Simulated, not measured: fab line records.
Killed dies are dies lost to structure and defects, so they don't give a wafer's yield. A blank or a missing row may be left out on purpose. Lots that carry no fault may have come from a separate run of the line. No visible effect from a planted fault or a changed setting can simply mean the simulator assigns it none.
One fault seen from 2 desks + flow gf180mcu + each desk has only its own numbers; what lay behind them comes last

## AT THE TOOL OWNER'S DESK: implanter-01
For each lot that ran on this tool, the mean over its sampled wafers that have a number, from the tool's own readings at GF_VT_IMPLANT_IMPLANT_08. If a lot's mean is further than 4 standard deviations from the usual mean, the lot is out of limits and carries the mark OUT (the distance appears in the brackets).
Columns: A = faraday-current-uA at GF_VT_IMPLANT_IMPLANT_08, usual 44.4; B = tilt-deg at GF_VT_IMPLANT_IMPLANT_08, usual 7.002 degrees
| lot  | first seen here | A    | B               |
|------|-----------------|------|-----------------|
| L746 | day 5 16:15     | 44.5 | 6.995           |
| L747 | day 5 21:19     | 43.8 | 6.991           |
| L748 | day 6 09:19     | 44.2 | 6.984           |
| L753 | day 7 15:15     | 44.9 | 7.002           |
| L760 | day 9 09:37     | 44.7 | 5.999 (-48) OUT |
| L762 | day 9 21:45     | 44.9 | 6.011 (-47) OUT |
This desk finds L760, L762 out of limits, L760 being first, at day 9 09:37 (tilt-deg at GF_VT_IMPLANT_IMPLANT_08). In limits: L746, L747, L748, L753.

## AT THE METROLOGY DESK
Lot by lot, what the gauges showed, no matter which tool ran the lot: averages of those sampled wafers that carry a number. If a lot's mean is further than 4 standard deviations from the usual mean, the lot is out of limits and carries the mark OUT (the distance appears in the brackets).
Columns: A = M2_OVL at GF_M2_OVL_MEAS_15, usual -4 nm; B = cd-nm at GF_V2_CD_MEAS_14, usual 260.4 nm
| lot  | first seen here | A   | B     |
|------|-----------------|-----|-------|
| L746 | day 19 14:30    | -6  | 260.6 |
| L747 | day 19 19:53    | -3  | 258.8 |
| L748 | day 20 11:45    | -6  | 261.0 |
| L749 | day 21 05:21    | -2  | 261.5 |
| L751 | day 22 05:49    | -10 | 258.5 |
| L753 | day 22 09:49    | -8  | 260.4 |
| L754 | day 22 22:17    | -5  | 259.3 |
| L756 | day 23 09:00    | -7  | 260.6 |
| L755 | day 23 14:08    | -1  | 259.5 |
| L760 | day 24 20:19    | -5  | 259.9 |
| L762 | day 25 13:29    | -3  | 261.6 |
| L766 | day 26 16:31    | -2  | 261.3 |
| L767 | day 26 20:45    | -4  | 258.6 |
| L769 | day 27 11:45    | -2  | 261.7 |
Result from this desk: across the 14 lots, nothing is out of limits.

## ALL TOGETHER
An alarm could have come from the tool owner's desk at day 9 09:37, on L760, L762.
The metrology desk saw nothing out of limits.
The metrology desk holds a record of L760, L762, inside its limits.
Of the lots named, all ran GF_VT_IMPLANT_IMPLANT_08 on implanter-01.

## WHAT THE SIMULATOR HAD PUT IN
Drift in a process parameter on implanter-01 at GF_VT_IMPLANT_IMPLANT_08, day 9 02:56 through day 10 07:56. Setting tilt-deg shifted by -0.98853 from 7. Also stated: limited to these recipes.
Shown lots that were struck: L760, L762.
Each desk's first reading out of limits, in hours after the fault started: the tool owner's desk, 7.
